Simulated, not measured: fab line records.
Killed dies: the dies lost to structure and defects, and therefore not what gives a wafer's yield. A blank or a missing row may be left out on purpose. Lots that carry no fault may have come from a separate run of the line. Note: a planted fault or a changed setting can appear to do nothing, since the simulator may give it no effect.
The tool behind it: which one? -- flow sky130 -- 42 wafers sampled from 14 lots at 1 step of a route of 708

WHAT THE GAUGES READ, wafer by wafer
SKY_VIA1_OVL_MEAS_13.
lot,measured,on,VIA1_OVL (nm)
L901,day 34 07:07,overlay-01,0 3 -11
L902,day 34 10:40,overlay-01,-7 -2 1
L904,day 35 07:08,overlay-01,-9 -9 1
L906,day 35 21:44,overlay-01,-2 0 0
L905,day 36 08:04,overlay-01,-8 -12 -7
L908,day 36 18:32,overlay-02,-6 -2 -13
L909,day 37 02:23,overlay-01,-7 -2 -3
L910,day 37 08:58,overlay-01,-9 -11 -4
L911,day 37 13:52,overlay-01,-5 -3 -6
L912,day 37 21:17,overlay-02,-5 0 -6
L913,day 38 02:38,overlay-01,-3 -15 -10
L914,day 38 14:56,overlay-01,-16 -12 -11
L922,day 40 17:35,overlay-02,-4 -12 -5
L923,day 40 22:29,overlay-01,-2 1 -7

WHAT TOOL EACH LOT RAN ON (gives the tool, then ch and the chambers of the sampled wafers, and finally the start)
No process step before these readings appears in the record.

AS READ BY THE TOOLS THEMSELVES (means over the sampled wafers that have a number; for cases with no such wafer, the mark the record gives instead)
The record holds no such reading with a usual standard deviation.

THE ANSWER, worked out from the rows above alone
Rule: what is usual is taken from the lots themselves. The widest of any qualifying gaps counts: lots, ordered by their means at a reading, are off when they make up no more than a third of the lots, leave a main group of 4 or more, and stand apart from it by 3 or more times the standard deviation of that group's means. The tables above print the reading to a certain number of digits; a main group whose means all agree to those digits is not used. A lot without any number at a reading at which 4 lots or more have one is off too. Where the step has rows for the other lots, those lots are counted as sound. After the gauges, taken in route order, come the tools' own readings; for these a lot's mean is taken, as printed above. At the first step where some lot is off, the reading lying furthest off is the one used; lots without a number count as furthest.
Nothing can be told from this: no lot is off at any reading shown.

WHAT THE SIMULATOR HAD PUT IN
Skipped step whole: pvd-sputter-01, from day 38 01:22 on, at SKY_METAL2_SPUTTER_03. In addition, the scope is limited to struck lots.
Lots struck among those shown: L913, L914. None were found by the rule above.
